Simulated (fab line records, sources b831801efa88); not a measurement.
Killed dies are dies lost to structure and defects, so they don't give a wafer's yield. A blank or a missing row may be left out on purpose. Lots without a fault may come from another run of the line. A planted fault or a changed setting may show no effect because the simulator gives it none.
A struck lot beside a sound one | flow gf180mcu | 18 steps out of a route of 602
Sound: wafers L318.2, L318.5, L318.6. Struck: wafers L309.2, L309.3, L309.5. The cause comes at the end.
At each step with rows: each side's tool, then ch and its chambers, then its first start. Under that, the readings that differ: sound wafers | struck wafers | difference of the means | sigmas: that difference in standard deviations of wafers without a fault.
alike: readings whose means differ by less than 2 such deviations, and words and numbers that are the same on both sides. not compared: withheld readings, readings that some wafer has no value for, bounds like >300 that may hide the same value, and numbers for which the record gives no deviation and whose values overlap.
The two part at a step that has a row with sigmas, a row that says differs or no value, or rows on one side only. Numbers that don't overlap but have no deviation are shown without sigmas and don't part them. A reading that every wafer of one side lacks parts them only if that side has two wafers or more.

first, 5 steps without rows for these wafers: GF_CONTACT_STRIP_18 (strips in O2/N2); GF_CONTACT_CLEAN_19 (cleans in SPM); GF_CONTACT_CLEAN_20 (cleans in DIW); GF_CONTACT_CLEAN_21 (cleans in dHF, time 20 s); GF_CONTACT_SPUTTER_22 (material Ti, target thk 15 nm, time 80.02 s).
GF_CONTACT_SPUTTER_23: material TiN, target thk 10 nm, time 40 s.
  sound on pvd_sputter-04, day 21 07:55; struck on pvd_sputter-04, day 17 06:55
  alike: cathode_dc_power_W, chamber_pressure_pa, throttle_valve_pct
GF_CONTACT_CVD_24: deposits W, target thk 300 nm, time 90.339 s.
  sound on cvd_w-02 ch 0,1, day 21 07:57; struck on cvd_w-02 ch 0,1, day 17 06:57
  alike: chamber_pressure_Torr, heater_power_w
GF_CONTACT_RS_MEAS_25: measures by four-point-probe.
  sound on film_metro-01, day 21 08:04; struck on film_metro-03, day 17 07:04
  alike: CONTACT_W_RS
GF_CONTACT_THK_MEAS_26: measures by xrf.
  sound on film_metro-01, day 21 08:11; struck on film_metro-03, day 17 07:11
  alike: CONTACT_W_THK
then, 2 steps without rows for these wafers: GF_CONTACT_CMP_27 (polishes, stops on SiO2, t overpolish 15 s, target thk 0 nm); GF_M1_SPUTTER_00 (material Ti, target thk 37.5 nm, time 150 s).
GF_M1_SPUTTER_01: material TiN, target thk 30 nm, time 25 s.
  sound on pvd_sputter-01, day 21 08:38; struck on pvd_sputter-02, day 17 07:38
  alike: cathode_dc_power_W, chamber_pressure_pa, throttle_valve_pct
GF_M1_SPUTTER_02: material AlCu, target thk 450 nm, time 23.9 s.
  sound on pvd_sputter-01, day 21 08:40; struck on pvd_sputter-02, day 17 07:40
  no value came back on the struck wafers for cathode_dc_power_W (W), chamber_pressure_pa (Pa), throttle_valve_pct (%); on the sound wafers cathode_dc_power_W (W) reads 10600 10602 10600
GF_M1_SPUTTER_03: material Ti, target thk 10 nm, time 6.7 s.
  sound on pvd_sputter-01, day 21 08:41; struck on pvd_sputter-02, day 17 07:41
  alike: cathode_dc_power_W, chamber_pressure_pa, throttle_valve_pct
GF_M1_SPUTTER_04: material TiN, target thk 50 nm, time 41.7 s.
  sound on pvd_sputter-01, day 21 08:43; struck on pvd_sputter-02, day 17 07:43
  alike: cathode_dc_power_W, chamber_pressure_pa, throttle_valve_pct
GF_M1_RS_MEAS_05: measures by four-point-probe.
  sound on film_metro-01, day 21 08:46; struck on film_metro-01, day 17 07:46
  reading             | sound                | struck               | difference | sigmas
  M1_ALCU_RS (ohm/sq) | 0.0693 0.0693 0.0690 | 7.2156 7.2267 7.1619 | +7.1322    | +99 or more
GF_M1_THK_MEAS_06: measures by xrf.
  sound on film_metro-01, day 21 08:53; struck on film_metro-01, day 17 07:53
  reading          | sound       | struck   | difference | sigmas
  M1_ALCU_THK (nm) | 455 454 457 | <0 <0 <0 | differs    |
then, 1 step without rows for these wafers: GF_M1_DEHYDRATE_07 (time 60 s).

WHERE THEY PART
First at GF_M1_SPUTTER_02; last, within this record, at GF_M1_THK_MEAS_06.

WHY: what the simulator had put in
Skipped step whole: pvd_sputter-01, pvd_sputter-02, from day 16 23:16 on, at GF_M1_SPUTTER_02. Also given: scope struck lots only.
